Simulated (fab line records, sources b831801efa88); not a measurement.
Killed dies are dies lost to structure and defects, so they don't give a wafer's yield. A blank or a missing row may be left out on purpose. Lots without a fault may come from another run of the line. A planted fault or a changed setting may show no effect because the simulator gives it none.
Which tool did it? | flow gf180mcu | 11 lots, 33 wafers sampled, at 3 steps of a route of 602

WHAT THE GAUGES READ, wafer by wafer
GF_HV_LDD_CD_MEAS_07: target cd 400 nm.
lot  | measured     | on        | cd_nm (nm)
L995 | day 10 13:53 | cd_sem-01 | 401.0 401.7 401.0
L996 | day 10 20:40 | cd_sem-02 | 404.2 403.3 402.1
L998 | day 11 13:44 | cd_sem-02 | 403.0 399.4 403.7
L101 | day 12 11:00 | cd_sem-02 | - - -
L102 | day 12 20:37 | cd_sem-01 | - - -
L108 | day 14 16:13 | cd_sem-02 | 401.1 400.5 400.7
L109 | day 14 22:34 | cd_sem-02 | 399.3 400.7 400.4
L110 | day 15 02:43 | cd_sem-02 | 399.1 398.1 397.4
L113 | day 16 02:39 | cd_sem-01 | 399.4 399.2 399.5
L115 | day 16 22:07 | cd_sem-02 | 398.9 401.3 402.2
L116 | day 17 06:00 | cd_sem-01 | 405.9 404.4 403.9

WHICH TOOL RAN EACH LOT (tool, then ch and the chambers of the sampled wafers, then the start)
lot  | GF_POLY_GATE_ETCH_13             | GF_HV_LDD_COAT_02
L995 | rie_si-02 ch 0,2,3, day 9 18:32  | litho_track-03 ch 0, day 10 04:55
L996 | rie_si-01 ch 1,3, day 10 01:29   | litho_track-03 ch 0, day 10 11:10
L998 | rie_si-02 ch 0,1,3, day 10 16:46 | litho_track-03 ch 0, day 11 04:22
L101 | rie_si-01 ch 0,1,3, day 11 14:32 | litho_track-03, day 12 01:25
L102 | rie_si-01 ch 0,1,3, day 11 21:21 | litho_track-04, day 12 10:32
L108 | rie_si-02 ch 1,3, day 13 18:13   | litho_track-03 ch 0, day 14 05:31
L109 | rie_si-02 ch 0,1,3, day 13 23:53 | litho_track-03 ch 0, day 14 11:31
L110 | rie_si-02 ch 0,1, day 14 04:34   | litho_track-02 ch 0, day 14 16:36
L113 | rie_si-01 ch 0,1,3, day 15 02:47 | litho_track-04 ch 0, day 15 15:19
L115 | rie_si-01 ch 0,1, day 15 22:20   | litho_track-02 ch 0, day 16 11:06
L116 | rie_si-01 ch 0,1, day 16 05:14   | litho_track-03 ch 0, day 16 18:52
- GF_POLY_GATE_ETCH_13: etches poly-Si in HBr/Cl2, stops on SiO2, target depth 198.5 nm, time 69.6 s.
- GF_HV_LDD_COAT_02: resist thk 1000 nm.

THE ANSWER, worked out from the rows above alone
Rule: what is usual is taken from the lots themselves. Put in order of their means at a reading, lots are off if they are a third of the lots or fewer, leave a main group of 4 or more, and stand apart from it by a gap of 3 or more times the standard deviation of the main group's means; of several such gaps the widest counts. A main group whose means are all the same, to the digits that the tables above print for the reading, isn't used. A lot without any number at a reading at which 4 lots or more have one is off too. The other lots that the step has rows for count as sound.
Off: L101, L102, at GF_HV_LDD_CD_MEAS_07 (cd_nm). Without a number there: L101, L102. The main group: mean 401.2 nm, standard deviation 1.9.
A tool fits if, at a process step before that reading, it ran every lot that is off, and no sound lot after the first of them. The gauges at GF_HV_LDD_CD_MEAS_07 are tried like those tools. None of those tried fits.

WHAT THE SIMULATOR HAD PUT IN
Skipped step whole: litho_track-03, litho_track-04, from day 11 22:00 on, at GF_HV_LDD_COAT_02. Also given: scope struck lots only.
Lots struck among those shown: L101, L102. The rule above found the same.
